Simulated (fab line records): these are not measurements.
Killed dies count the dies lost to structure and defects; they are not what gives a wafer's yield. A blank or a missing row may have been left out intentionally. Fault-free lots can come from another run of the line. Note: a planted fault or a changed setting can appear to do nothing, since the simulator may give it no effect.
fab line records ; flow sky130
record lots=6; wafers=18; last-day=50
route steps=708 shown SALICIDE@361 LI_CONTACT@362 PAD_OPEN@708
lots that met no fault: from a run of the same line without faults
start-h: hours from the record's opening day to when the first of the lot's shown wafers began ; wait-h: hours elapsed since this lot's preceding step ; " as in the row above ; L1.1+2: one row covering several wafers at once ; - no value present, or no start provided ; * or withheld: withheld ; < > ~ a bound
route shown NAME@n: names a module that has steps shown in the file, with the first one's number in the route ; usual: mean and standard deviation over wafers with no fault ; same: alike in all rows ; chamber/n: place in a boat ; sites: the reading at each site ; _std_site: the values' standard deviation ; _edge_site: outer sites' mean less inner sites' ; radius-mm: how far each site lies from the wafer's centre ; mask NAME#n: copy n ; behind: tool/chamber where the wafer was last shaped ; hold: why the lot went on hold/how many hours it stayed there/how the hold came to an end ; device: the n, p or np transistor that did not switch ; end of line: the route-end tests of the same wafers ; a step given without rows: its recipe and nothing more ; killed: dies lost to structure and defects at the first sort, not the wafer's yield ; map: a wafer's dies, x killed, . not, _ none there
set.NAME: setting as actually run; set.NAME@STEP: the setting as run at that earlier step ; model.NAME: the simulator's own value behind a step, which no gauge read
certain route steps with their lots: each step a table, each wafer a row
services: when a tool's chamber went out of use (start-h, in hours from the record's first day, below 0 if earlier), for how many hours, and the reason
## steps
# step SKY_SALICIDE_CLEAN_00
# recipe chemistry=HF-last; time-s=30.72; dilution=100:1; dry=ipa-marangoni
# step SKY_LI_CONTACT_HDPCVD_00
# recipe material=PSG; target-thk-nm=930; sigma-open-frac=0.3; time-s=155; temp-c=600; sih4-flow-sccm=60; pressure-mtorr=6
# step SKY_LI_CONTACT_THK_MEAS_01
# recipe reads=PSG_of_LI_CONTACT_HDPCVD_00
# usual LI_CONTACT_HDPCVD_THK=930/10
lot.wafer;tool;chamber;start-h;wait-h;LI_CONTACT_HDPCVD_THK[nm]
L920.2;film-metro-03;-;710.37;0.2;904
L920.3;film-metro-03;-;710.37;0.2;921
L920.6;film-metro-03;-;710.37;0.2;906
L925.1;film-metro-04;-;753.12;0.1;940
L925.2;film-metro-04;-;753.12;0.1;943
L925.3;film-metro-04;-;753.12;0.1;938
L928.1;film-metro-04;-;779.65;0.1;938
L928.2;film-metro-04;-;779.65;0.1;946
L928.5;film-metro-04;-;779.65;0.1;949
L933.2;film-metro-04;-;817.11;0.1;928
L933.4;film-metro-04;-;817.11;0.1;935
L933.5;film-metro-04;-;817.11;0.1;924
L934.2;film-metro-04;-;818.35;0.1;927
L934.4;film-metro-04;-;818.35;0.1;916
L934.6;film-metro-04;-;818.35;0.1;928
L935.1;film-metro-03;-;822.60;0.1;941
L935.3;film-metro-03;-;822.60;0.1;932
L935.5;film-metro-03;-;822.60;0.1;927
# step SKY_LI_CONTACT_CMP_02
# recipe material=PSG; down-force-psi=4; platen-rpm=60; pad-velocity-m-s=0.94248
# usual edge-zone-pressure-frac=1.000/0.0047; motor-current-A=12.3/1.2; slurry-filter-dp-kPa=13.51/0.14; time-to-endpoint-s=32/3.1
lot.wafer;tool;chamber;start-h;wait-h;edge-zone-pressure-frac;motor-current-A;slurry-filter-dp-kPa;time-to-endpoint-s
L920.3;cmp-01;0;711.76;1.4;0.994;12.9;13.73;32
L920.2;cmp-01;1;711.76;1.4;1.006;11.5;13.31;33
L920.6;cmp-01;0;711.76;1.4;1.001;12.9;13.49;29
L925.3;cmp-02;3;753.18;0.0;1.004;10.3;13.34;36
L925.1;cmp-02;0;753.18;0.0;1.008;11.7;13.34;37
L925.2;cmp-02;2;753.18;0.0;0.995;11.8;13.65;27
L928.2;cmp-01;3;779.71;0.0;0.993;12.7;13.35;33
L928.1;cmp-01;0;779.71;0.0;1.004;13.9;13.52;33
L928.5;cmp-01;3;779.71;0.0;0.998;12.0;13.28;35
L933.4;cmp-01;3;817.16;0.0;0.996;11.9;13.58;30
L933.2;cmp-01;2;817.16;0.0;1.008;13.6;13.75;33
L933.5;cmp-01;0;817.16;0.0;0.997;12.8;13.50;31
L934.4;cmp-01;1;818.40;0.0;0.995;11.5;13.37;30
L934.2;cmp-01;0;818.40;0.0;0.994;13.4;13.44;29
L934.6;cmp-01;2;818.40;0.0;1.005;13.6;13.52;31
L935.1;cmp-01;0;822.71;0.1;1.000;13.4;13.51;30
L935.3;cmp-01;1;822.71;0.1;0.998;11.6;13.63;32
L935.5;cmp-01;0;822.71;0.1;1.008;13.8;13.80;27
# step SKY_LI_CONTACT_BOW_MEAS_03
# recipe mode=bow
# usual LI_CONTACT_BOW=55/6.5
lot.wafer;tool;chamber;start-h;wait-h;LI_CONTACT_BOW[um]
L920.2;film-metro-03;-;712.08;0.2;67
L920.3;film-metro-03;-;712.08;0.2;61
L920.6;film-metro-03;-;712.08;0.2;63
L925.1;film-metro-03;-;753.48;0.2;62
L925.2;film-metro-03;-;753.48;0.2;50
L925.3;film-metro-03;-;753.48;0.2;55
L928.1;film-metro-03;-;780.01;0.2;55
L928.2;film-metro-03;-;780.01;0.2;54
L928.5;film-metro-03;-;780.01;0.2;61
L933.2;film-metro-04;-;817.48;0.1;53
L933.4;film-metro-04;-;817.48;0.1;53
L933.5;film-metro-04;-;817.48;0.1;51
L934.2;film-metro-04;-;818.72;0.1;63
L934.4;film-metro-04;-;818.72;0.1;36
L934.6;film-metro-04;-;818.72;0.1;43
L935.1;film-metro-03;-;822.96;0.2;59
L935.3;film-metro-03;-;822.96;0.2;47
L935.5;film-metro-03;-;822.96;0.2;62
# step SKY_LI_CONTACT_DEHYDRATE_04
# recipe temp-c=200; time-s=60
# step SKY_LI_CONTACT_HMDS_05
# recipe prime-time-s=60; prime-temp-c=120
# step SKY_LI_CONTACT_COAT_06
# recipe resist=BARC; temp-c=withheld; time-s=withheld; spin-rpm=3000; resist-thk-nm=60
# step SKY_LI_CONTACT_COAT_07
# recipe resist=KrF-thick; spin-rpm=3000; resist-thk-nm=450
# step SKY_LI_CONTACT_SOFTBAKE_08
# recipe temp-c=100; time-s=90; resist=KrF-thick
# step SKY_LI_CONTACT_EXPOSE_09
# recipe mask-id=LICM1; na=0.8; source-shape=annular; sigma-inner=0.55; sigma-outer=0.85; target-cd-nm=170; dose-mj=38
# step SKY_LI_CONTACT_PEB_10
# recipe peb-temp-c=withheld; peb-time-s=withheld; resist=KrF-thick
# step SKY_LI_CONTACT_DEVELOP_11
# recipe develop-time-s=60; resist=KrF-thick; dev-temp-c=21
# usual exhaust-pa=45.2/1
lot.wafer;tool;chamber;start-h;wait-h;exhaust-pa
L920.2;litho-track-03;0;738;-;44.1
L920.3;litho-track-03;0;738;-;43.2
L920.6;litho-track-03;0;738;-;44.1
L925.1;litho-track-03;0;779;-;44.6
L925.2;litho-track-03;0;779;-;45.1
L925.3;litho-track-03;0;779;-;44.5
L928.1;litho-track-01;0;806;-;43.5
L928.2;litho-track-01;0;806;-;44.7
L928.5;litho-track-01;0;806;-;43.8
L933.2;litho-track-03;0;843;-;46.3
L933.4;litho-track-03;0;843;-;47.2
L933.5;litho-track-03;0;843;-;47.2
L934.2;litho-track-01;0;845;-;45.9
L934.4;litho-track-01;0;845;-;43.9
L934.6;litho-track-01;0;845;-;45.5
L935.1;litho-track-01;0;848;-;44.6
L935.3;litho-track-01;0;848;-;44.6
L935.5;litho-track-01;0;848;-;46.3
# step SKY_LI_CONTACT_CD_MEAS_12
# recipe target-cd-nm=170
# usual cd-nm=170.1/1.6
lot.wafer;tool;chamber;start-h;wait-h;cd-nm
L920.2;cd-sem-01;-;738.94;-;164.6
L920.3;cd-sem-01;-;738.94;-;165.9
L920.6;cd-sem-01;-;738.94;-;167.1
L925.1;cd-sem-01;-;779.17;-;166.2
L925.2;cd-sem-01;-;779.17;-;167.4
L925.3;cd-sem-01;-;779.17;-;166.5
L928.1;cd-sem-02;-;806.88;-;169.4
L928.2;cd-sem-02;-;806.88;-;168.3
L928.5;cd-sem-02;-;806.88;-;170.9
L933.2;cd-sem-02;-;843.94;-;171.1
L933.4;cd-sem-02;-;843.94;-;171.6
L933.5;cd-sem-02;-;843.94;-;171.8
L934.2;cd-sem-01;-;845.36;-;169.9
L934.4;cd-sem-01;-;845.36;-;170.3
L934.6;cd-sem-01;-;845.36;-;169.6
L935.1;cd-sem-02;-;848.83;-;171.9
L935.3;cd-sem-02;-;848.83;-;170.7
L935.5;cd-sem-02;-;848.83;-;171.2
# step SKY_LI_CONTACT_OVL_MEAS_13
# usual LI_CONTACT_OVL=-3/5.9
lot.wafer;tool;chamber;start-h;wait-h;LI_CONTACT_OVL[nm]
L920.2;overlay-02;-;739.04;0.1;-11
L920.3;overlay-02;-;739.04;0.1;-8
L920.6;overlay-02;-;739.04;0.1;-5
L925.1;overlay-02;-;779.29;0.1;-9
L925.2;overlay-02;-;779.29;0.1;-5
L925.3;overlay-02;-;779.29;0.1;-11
L928.1;overlay-01;-;807.00;0.1;-8
L928.2;overlay-01;-;807.00;0.1;-4
L928.5;overlay-01;-;807.00;0.1;-6
L933.2;overlay-02;-;844.04;0.1;-4
L933.4;overlay-02;-;844.04;0.1;-6
L933.5;overlay-02;-;844.04;0.1;-2
L934.2;overlay-01;-;845.46;0.1;4
L934.4;overlay-01;-;845.46;0.1;6
L934.6;overlay-01;-;845.46;0.1;0
L935.1;overlay-01;-;848.95;0.1;8
L935.3;overlay-01;-;848.95;0.1;4
L935.5;overlay-01;-;848.95;0.1;7
# step SKY_LI_CONTACT_ETCH_14
# recipe chemistry=N2/H2; target=BARC; ion-energy-ev=200; source-w=500; bias-w=100; pressure-mtorr=30; n2-flow-sccm=100; h2-flow-sccm=200; stop-on=SiO2; time-s=45.9; target-depth-a=600
# usual drypump-motor-current-A=5.6/0.4; oes-product-au=0.854/0.0046; throttle-valve-pct=13.225/0.0085
lot.wafer;tool;chamber;start-h;wait-h;drypump-motor-current-A;oes-product-au;rf-hours-counter-h;throttle-valve-pct
L920.2;rie-diel-04;2;739.07;0.0;5.0;0.858;9;13.223
L920.3;rie-diel-04;3;739.07;0.0;5.8;0.858;4;13.225
L920.6;rie-diel-04;1;739.07;0.0;5.7;0.854;-;13.228
L925.1;rie-diel-03;0;779.32;0.0;4.9;0.852;3;13.217
L925.2;rie-diel-03;2;779.32;0.0;5.6;0.850;5;13.233
L925.3;rie-diel-03;1;779.32;0.0;5.0;0.853;20;13.221
L928.1;rie-diel-01;0;807.04;0.0;5.4;0.855;9;13.229
L928.2;rie-diel-01;3;807.04;0.0;6.1;0.858;15;13.227
L928.5;rie-diel-01;1;807.04;0.0;5.4;0.852;-;13.220
L933.2;rie-diel-01;3;844.07;0.0;6.0;0.857;16;13.230
L933.4;rie-diel-01;2;844.07;0.0;6.2;0.849;-;13.220
L933.5;rie-diel-01;0;844.07;0.0;5.4;0.862;-;13.225
L934.2;rie-diel-04;3;845.49;0.0;5.8;0.860;7;13.227
L934.4;rie-diel-04;2;845.49;0.0;5.0;0.845;12;13.220
L934.6;rie-diel-04;0;845.49;0.0;5.5;0.856;-;13.232
L935.1;rie-diel-01;0;848.99;0.0;5.4;0.850;10;13.216
L935.3;rie-diel-01;2;848.99;0.0;6.3;0.841;7;13.220
L935.5;rie-diel-01;0;848.99;0.0;5.4;0.858;-;13.225
# step SKY_LI_CONTACT_ETCH_15
# recipe target=PSG; chemistry=C4F8/O2/Ar; stop-on=Si; taper-deg=4.15; mask-material=KrF-thick; source-w=1500; bias-w=1200; pressure-mtorr=40; c4f8-flow-sccm=withheld; O2_flow_sccm=6; Ar_flow_sccm=300; time-s=withheld; target-depth-a=6000
# usual oes-product-au=0.837/0.0051
lot.wafer;tool;chamber;start-h;wait-h;oes-product-au;model.LI_CONTACT.cd-nm
L920.2;rie-diel-04;2;739.12;0.0;0.830;164.1
L920.3;rie-diel-04;3;739.12;0.0;0.830;165.9
L920.6;rie-diel-04;1;739.12;0.0;0.839;166.7
L925.1;rie-diel-03;0;779.37;0.0;0.834;166.1
L925.2;rie-diel-03;2;779.37;0.0;0.843;167.1
L925.3;rie-diel-03;1;779.37;0.0;0.834;166
L928.1;rie-diel-01;0;807.08;0.0;0.841;169.9
L928.2;rie-diel-01;3;807.08;0.0;0.838;168.4
L928.5;rie-diel-01;1;807.08;0.0;0.831;170.8
L933.2;rie-diel-01;3;844.12;0.0;0.832;171.6
L933.4;rie-diel-01;2;844.12;0.0;0.832;171.8
L933.5;rie-diel-01;0;844.12;0.0;0.837;172.3
L934.2;rie-diel-04;3;845.54;0.0;0.844;170.7
L934.4;rie-diel-04;2;845.54;0.0;0.829;170.1
L934.6;rie-diel-04;0;845.54;0.0;0.833;170.3
L935.1;rie-diel-01;0;849.03;0.0;0.835;171.9
L935.3;rie-diel-01;2;849.03;0.0;0.834;170.8
L935.5;rie-diel-01;0;849.03;0.0;0.837;171.8
# step SKY_LI_CONTACT_STRIP_16
# recipe chemistry=O2/N2; power-w=1400; pressure-mtorr=1500; platen-temp-c=withheld; o2-flow-sccm=3000; n2-flow-sccm=300; overash-fraction=0.5
# usual drypump-motor-current-A=5.4/0.37; oes-product-au=0.376/0.0047; strip-time-to-endpoint-s=3.50/0.044
lot.wafer;tool;chamber;start-h;wait-h;drypump-motor-current-A;oes-product-au;rf-hours-counter-h;strip-time-to-endpoint-s
L920.2;plasma-asher-04;1;739.20;-;5.2;0.373;90;3.50
L920.3;plasma-asher-04;1;739.20;-;5.2;0.377;-;3.57
L920.6;plasma-asher-04;1;739.20;-;5.1;0.371;-;3.49
L925.1;plasma-asher-04;0;779.45;-;5.6;0.371;94;3.51
L925.2;plasma-asher-04;1;779.45;-;5.2;0.383;94;3.55
L925.3;plasma-asher-04;0;779.45;-;5.6;0.378;-;3.53
L928.1;plasma-asher-01;1;807.16;-;5.7;0.374;6;3.42
L928.2;plasma-asher-01;0;807.16;-;4.9;0.383;6;3.47
L928.5;plasma-asher-01;0;807.16;-;4.9;0.377;-;3.54
L933.2;plasma-asher-01;1;844.20;-;5.7;0.367;9;3.50
L933.4;plasma-asher-01;1;844.20;-;5.7;0.376;-;3.52
L933.5;plasma-asher-01;0;844.20;-;4.9;0.370;-;3.45
L934.2;plasma-asher-04;1;845.62;-;5.2;0.381;100;3.61
L934.4;plasma-asher-04;0;845.62;-;5.6;0.375;-;3.49
L934.6;plasma-asher-04;0;845.62;-;5.6;0.379;-;3.51
L935.1;plasma-asher-04;1;849.11;-;5.2;0.371;101;3.42
L935.3;plasma-asher-04;0;849.11;-;5.6;0.377;-;3.50
L935.5;plasma-asher-04;0;849.11;-;5.6;0.369;-;3.40
# step SKY_PAD_OPEN_PROBE_99
# usual killed_at_M0_to_M3=43/7.2; killed_at_M4_up=3.5/2; killed-at-contacts=24/5.2; killed-at-front-end=15/4.4; killed-at-other=0.2/0.48; killed-dies=85/9.4; killed-open=46/7.3; killed-short=39/6.1
# same gross-dies=492; killed-at-back-side=0
lot.wafer;tool;chamber;start-h;wait-h;killed_at_M0_to_M3;killed_at_M4_up;killed-at-contacts;killed-at-front-end;killed-at-other;killed-dies;killed-open;killed-short
L920.2;prober-02;-;1123.25;0.1;44;4;28;11;0;87;47;39
L920.3;prober-02;-;1123.30;0.2;37;2;23;19;0;81;43;38
L920.6;prober-02;-;1123.45;0.2;48;2;29;18;0;97;47;50
L925.1;prober-01;-;1148.85;0.1;43;3;24;16;0;86;45;41
L925.2;prober-01;-;1148.90;0.1;53;3;17;17;0;90;49;41
L925.3;prober-01;-;1148.95;0.2;44;5;29;14;0;92;56;36
L934.2;prober-01;-;1189.89;0.1;35;2;20;15;0;72;39;33
L934.4;prober-01;-;1189.99;0.2;44;0;29;18;0;91;59;32
L934.6;prober-01;-;1190.09;0.2;35;8;27;17;0;87;44;43
# killed by level:class
L920.2 CONTACT:geometric-particle:open=11 VIA1:geometric-particle:open=9 LI_CONTACT:geometric-particle:open=8 VIA2:geometric-particle:open=7 METAL1:geometric-particle:short=6 METAL2:geometric-particle:short=5 FIELD_ISO:geometric-particle:open=4 FIELD_ISO:geometric-particle:short=4
L920.3 CONTACT:geometric-particle:short=7 LI_CONTACT:geometric-particle:open=7 CONTACT:geometric-particle:open=7 VIA1:geometric-particle:open=7 METAL1:geometric-particle:short=6 VIA3:geometric-particle:open=6 FIELD_ISO:geometric-particle:open=5 POLY_GATE:geometric-particle:short=5
L920.6 CONTACT:geometric-particle:open=12 VIA1:geometric-particle:open=9 VIA3:geometric-particle:open=8 FIELD_ISO:geometric-particle:short=7 METAL2:geometric-particle:short=7 LI_CONTACT:geometric-particle:short=6 METAL1:geometric-particle:short=5 FIELD_ISO:geometric-particle:open=4
L925.1 VIA3:geometric-particle:open=12 CONTACT:geometric-particle:open=8 METAL2:geometric-particle:short=7 VIA1:geometric-particle:open=7 POLY_GATE:geometric-particle:open=6 CONTACT:geometric-particle:short=6 VIA1:geometric-particle:short=6 LI_CONTACT:geometric-particle:open=5
L925.2 VIA1:geometric-particle:open=16 VIA1:geometric-particle:short=8 VIA3:geometric-particle:open=8 CONTACT:geometric-particle:open=7 FIELD_ISO:geometric-particle:short=6 VIA2:geometric-particle:open=6 METAL2:geometric-particle:short=6 CONTACT:geometric-particle:short=4
L925.3 VIA1:geometric-particle:open=15 CONTACT:geometric-particle:open=12 LI_CONTACT:geometric-particle:open=6 LOCAL_INTERCONNECT:geometric-particle:short=5 CONTACT:geometric-particle:short=5 VIA1:geometric-particle:short=5 METAL2:geometric-particle:short=5 VIA2:geometric-particle:open=5
L934.2 VIA1:geometric-particle:open=7 LI_CONTACT:geometric-particle:open=6 VIA2:geometric-particle:open=6 FIELD_ISO:geometric-particle:open=5 CONTACT:geometric-particle:short=5 CONTACT:geometric-particle:open=5 METAL2:geometric-particle:short=5 FIELD_ISO:geometric-particle:short=4
L934.4 CONTACT:geometric-particle:open=11 VIA2:geometric-particle:open=9 VIA1:geometric-particle:open=9 VIA3:geometric-particle:open=8 FIELD_ISO:geometric-particle:open=6 LI_CONTACT:geometric-particle:open=6 FIELD_ISO:geometric-particle:short=5 METAL2:geometric-particle:short=5
L934.6 CONTACT:geometric-particle:open=9 VIA3:geometric-particle:open=8 LI_CONTACT:geometric-particle:open=8 POLY_GATE:geometric-particle:short=7 CONTACT:geometric-particle:short=7 VIA1:geometric-particle:open=6 METAL4:geometric-particle:short=6 FIELD_ISO:geometric-particle:open=4
## services
tool;chamber;start-h;hours;kind
rie-diel-04;0;697.47;11.5;repair
rie-diel-01;-;709.91;2.8;pm
rie-diel-03;2;728.26;7.5;repair
plasma-asher-01;-;733.02;1.4;repair
cmp-01;-;733.07;4.1;pm
plasma-asher-01;-;734.38;9.0;pm
cmp-01;-;742.47;1.5;repair
rie-diel-04;1;744.40;9.1;repair
cmp-02;-;749.27;0.5;repair
cmp-01;-;751.26;8.9;pm
cmp-02;-;755.12;4.0;pm
cmp-01;-;760.17;4.5;pm
rie-diel-01;0;767.76;4.2;repair
cmp-02;-;778.03;1.2;repair
cmp-02;-;787.16;1.4;repair
rie-diel-01;2;806.97;22.0;repair
rie-diel-04;1;807.96;1.3;repair
cmp-02;-;817.41;0.7;repair
cmp-02;-;822.45;20.0;pm
rie-diel-01;1;840.52;-;clean
rie-diel-01;1;840.52;23.4;scheduled-down
rie-diel-01;1;840.52;23.4;vent-cycle
rie-diel-04;2;846.26;4.9;repair
plasma-asher-01;-;846.42;2.8;pm
## key
first-sign step=SKY_LI_CONTACT_CD_MEAS_12; reading=cd-nm; direction=down; sigmas=2.5; usual=170.1; struck=166.3
effect none on later readings
model-effect step=SKY_LI_CONTACT_ETCH_15; value=LI_CONTACT.cd-nm; without=168.4; struck=166
met-at SKY_LI_CONTACT_DEVELOP_11
struck-wafers L920.2,L920.3,L920.6,L925.1,L925.2,L925.3
tester-left-out L920,L925
fault kind=process-parameter-drift; tool=litho-track-03; chamber=-; onset-h=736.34; steps=SKY_LI_CONTACT_DEVELOP_11; channel=develop-time-s; offset=*; shape=step; end-h=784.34; acts-in=*; stated=*
# tester-left-out: of these lots the tester's yield and bins aren't shown, on N5 and GAA mostly nor the transistor test; their killed dies are dies lost to structure and defects alone, not to doping, threshold or leakage, so they don't give the yield
